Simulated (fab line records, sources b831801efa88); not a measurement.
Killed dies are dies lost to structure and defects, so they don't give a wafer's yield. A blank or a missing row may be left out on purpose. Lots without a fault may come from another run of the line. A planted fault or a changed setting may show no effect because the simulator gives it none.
A struck lot beside a sound one | flow gf180mcu | 15 steps out of a route of 602
Sound: wafers L942.1, L942.4, L942.6. Struck: wafers L947.1, L947.4, L947.6. The cause comes at the end.
At each step with rows: each side's tool, then ch and its chambers, then its first start. Under that, the readings that differ: sound wafers | struck wafers | difference of the means | sigmas: that difference in standard deviations of wafers without a fault.
alike: readings whose means differ by less than 2 such deviations, and words and numbers that are the same on both sides. not compared: withheld readings, readings that some wafer has no value for, bounds like >300 that may hide the same value, and numbers for which the record gives no deviation and whose values overlap.
The two part at a step that has a row with sigmas, a row that says differs or no value, or rows on one side only. Numbers that don't overlap but have no deviation are shown without sigmas and don't part them. A reading that every wafer of one side lacks parts them only if that side has two wafers or more.

first, 3 steps without rows for these wafers: GF_CONTACT_EXPOSE_11 (exposes mask Contact, target cd 220 nm); GF_CONTACT_PEB_12 (peb time 90 s); GF_CONTACT_DEVELOP_13 (develop time 60 s).
GF_CONTACT_CD_MEAS_14: target cd 220 nm.
  sound on cd_sem-01, day 15 23:43; struck on cd_sem-02, day 17 21:56
  alike: cd_nm
GF_CONTACT_OVL_MEAS_15:
  sound on overlay-01, day 15 23:50; struck on overlay-02, day 17 22:04
  alike: CONTACT_OVL
GF_CONTACT_ETCH_16: etches BARC in N2/H2.
  sound on rie_diel-01 ch 2,3, day 15 23:53; struck on rie_diel-01 ch 0,1, day 17 22:06
  alike: drypump_motor_current_A, oes_product_au, throttle_valve_pct
GF_CONTACT_ETCH_17: etches SiO2 in C4F8/O2/Ar, stops on CoSi2, target depth 860 nm.
  sound on rie_diel-01 ch 2,3; struck on rie_diel-01 ch 0,1
  alike: oes_product_au
GF_CONTACT_STRIP_18: strips in O2/N2.
  sound on plasma_asher-03 ch 0,1, day 16 00:02; struck on plasma_asher-03 ch 0,1, day 17 22:16
  alike: drypump_motor_current_A, heater_power_w, o2_flow_sccm, oes_product_au, platen_temp_c
  not compared: rf_hours_counter_h
then, 3 steps without rows for these wafers: GF_CONTACT_CLEAN_19 (cleans in SPM); GF_CONTACT_CLEAN_20 (cleans in DIW); GF_CONTACT_CLEAN_21 (cleans in dHF, time 20 s).
GF_CONTACT_SPUTTER_22: material Ti, target thk 15 nm, time 80.02 s.
  sound on pvd_sputter-02, day 16 00:20; struck on pvd_sputter-02, day 17 22:35
  alike: cathode_dc_power_W, chamber_pressure_pa, throttle_valve_pct
GF_CONTACT_SPUTTER_23: material TiN, target thk 10 nm, time 40 s.
  sound on pvd_sputter-02, day 16 00:24; struck on pvd_sputter-02, day 17 22:38
  no value came back on the struck wafers for cathode_dc_power_W (W), chamber_pressure_pa (Pa), throttle_valve_pct (%); on the sound wafers cathode_dc_power_W (W) reads 4000.6 3999.7 3999.6
GF_CONTACT_CVD_24: deposits W, target thk 300 nm, time 90.339 s.
  sound on cvd_w-02 ch 0,1, day 16 00:26; struck on cvd_w-02 ch 1, day 17 22:41
  alike: heater_power_w
  not compared: since_wet_clean_h
-- the record jumps here: 13 days lie between the struck wafers' starts before and after (it left off in module CONTACT and takes up again in module PASSIVATION, whose first step shown is number 602 of the route) --
GF_PASSIVATION_PROBE_99:
  the record has rows for the struck wafers here (prober-01, day 30 12:02) and none for the sound ones

WHERE THEY PART
First at GF_CONTACT_SPUTTER_23; last, within this record, at GF_PASSIVATION_PROBE_99.

WHY: what the simulator had put in
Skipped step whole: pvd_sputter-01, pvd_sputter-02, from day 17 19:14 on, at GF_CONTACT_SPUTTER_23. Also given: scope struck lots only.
